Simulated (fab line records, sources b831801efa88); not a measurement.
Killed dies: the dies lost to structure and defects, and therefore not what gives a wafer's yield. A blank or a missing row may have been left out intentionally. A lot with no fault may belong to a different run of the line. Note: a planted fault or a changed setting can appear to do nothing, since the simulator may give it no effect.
2 desks, one fault -- flow gf180mcu -- what lay behind the numbers comes last; until then each desk has only its own

## FOR THE TOOL OWNER'S DESK: plasma asher-03
The tool's own readings at GF_LVPWELL_STRIP_10 (strips in O2/N2): means of the sampled wafers that have a number, for each lot that ran on this tool. Any lot whose mean is over 4 standard deviations away from the usual mean is out of limits and marked OUT; that distance is given in the brackets.
Columns: A = drypump motor current A at GF_LVPWELL_STRIP_10, usual 5.7 A; B = heater power w at GF_LVPWELL_STRIP_10, usual 334 W; C = oes product au at GF_LVPWELL_STRIP_10, usual 0.722 a.u.; D = strip time to endpoint s at GF_LVPWELL_STRIP_10, usual 36.96 s
lot,first seen here,A,B,C,D
L246,day 3 21:05,5.2,329,0.725,36.94
L251,day 5 00:17,4.8,311,0.720,36.92
L260,day 7 05:05,5.7,346,0.947 (+50) OUT,-
Finding of this desk: L260 out of limits; the first was L260 at day 7 05:05, on oes product au at GF_LVPWELL_STRIP_10. In limits: L246, L251.

## THE METROLOGY DESK
Lot by lot, what the gauges showed, no matter which tool ran the lot: averages of those sampled wafers that carry a number. Any lot whose mean is over 4 standard deviations away from the usual mean is out of limits and marked OUT; that distance is given in the brackets.
Columns: A = MVSD_TW at GF_MVSD_TW_MEAS_11, usual 1579; B = VT_IMPLANT_TW at GF_VT_IMPLANT_TW_MEAS_10, usual 560
lot,first seen here,A,B
L246,day 4 10:53,1574,563
L247,day 4 16:30,1564,560
L249,day 5 05:34,1562,565
L250,day 5 08:38,1618,556
L251,day 5 14:42,1585,555
L252,day 5 20:45,1557,563
L253,day 6 02:23,1559,561
L254,day 6 08:29,1616,560
L256,day 6 20:24,1551,563
L257,day 7 02:08,1561,550
L260,day 7 21:14,39 (-53) OUT,565
L262,day 8 09:59,1624,567
L269,day 10 01:28,1558,561
Finding of this desk: L260 out of limits, first seen on L260 at day 7 21:14 (MVSD_TW at GF_MVSD_TW_MEAS_11). In limits: L246, L247, L249, L250, L251, L252, L253, L254, L256, L257, L262, L269.

## PUT TOGETHER
The tool owner's desk had the chance to raise an alarm at day 7 05:05 on L260.
At day 7 21:14 the metrology desk could have sounded an alarm, on L260.
Every lot named ran GF_LVPWELL_STRIP_10 on plasma asher-03.

## WHAT THE SIMULATOR HAD INSERTED
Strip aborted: plasma asher-03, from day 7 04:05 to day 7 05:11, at GF_LVPWELL_STRIP_10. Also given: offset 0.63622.
Lots struck among those shown: L260.
Fault start to first reading out of limits, in hours, per desk: tool owner, 1; metrology, 17.
